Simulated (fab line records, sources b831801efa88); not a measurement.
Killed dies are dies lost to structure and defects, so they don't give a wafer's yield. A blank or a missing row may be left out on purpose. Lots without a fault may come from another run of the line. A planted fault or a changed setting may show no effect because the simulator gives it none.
Which tool did it? | flow gf180mcu | 6 lots, 18 wafers sampled, at 2 steps of a route of 602

WHAT THE GAUGES READ, wafer by wafer
GF_STI_CD_MEAS_12: target cd 220 nm.
lot  | measured    | on        | cd_nm (nm)
L837 | day 2 06:29 | cd_sem-01 | 219.4 218.6 218.9
L840 | day 2 23:29 | cd_sem-02 | 220.3 220.2 220.1
L842 | day 3 07:51 | cd_sem-01 | 219.0 219.8 218.5
L845 | day 4 00:38 | cd_sem-01 | 220.0 219.9 220.1
L855 | day 6 02:28 | cd_sem-01 | 219.3 219.3 220.0
L857 | day 6 14:26 | cd_sem-02 | 220.2 219.0 219.4

WHICH TOOL RAN EACH LOT (tool, then ch and the chambers of the sampled wafers, then the start)
lot  | GF_STI_EXPOSE_09
L837 | krf_scanner-02 ch 0, day 2 00:40
L840 | krf_scanner-01 ch 0, day 2 17:34
L842 | krf_scanner-02 ch 0, day 3 01:42
L845 | krf_scanner-01 ch 0, day 3 18:23
L855 | krf_scanner-01 ch 0, day 5 19:58
L857 | krf_scanner-01 ch 0, day 6 06:53
- GF_STI_EXPOSE_09: exposes mask COMP, target cd 220 nm.

THE ANSWER, worked out from the rows above alone
Rule: what is usual is taken from the lots themselves. Put in order of their means at a reading, lots are off if they are a third of the lots or fewer, leave a main group of 4 or more, and stand apart from it by a gap of 3 or more times the standard deviation of the main group's means; of several such gaps the widest counts. A main group whose means are all the same, to the digits that the tables above print for the reading, isn't used. A lot without any number at a reading at which 4 lots or more have one is off too. The other lots that the step has rows for count as sound.
No lot is off at any reading shown: from this, nothing can be told.

WHAT THE SIMULATOR HAD PUT IN
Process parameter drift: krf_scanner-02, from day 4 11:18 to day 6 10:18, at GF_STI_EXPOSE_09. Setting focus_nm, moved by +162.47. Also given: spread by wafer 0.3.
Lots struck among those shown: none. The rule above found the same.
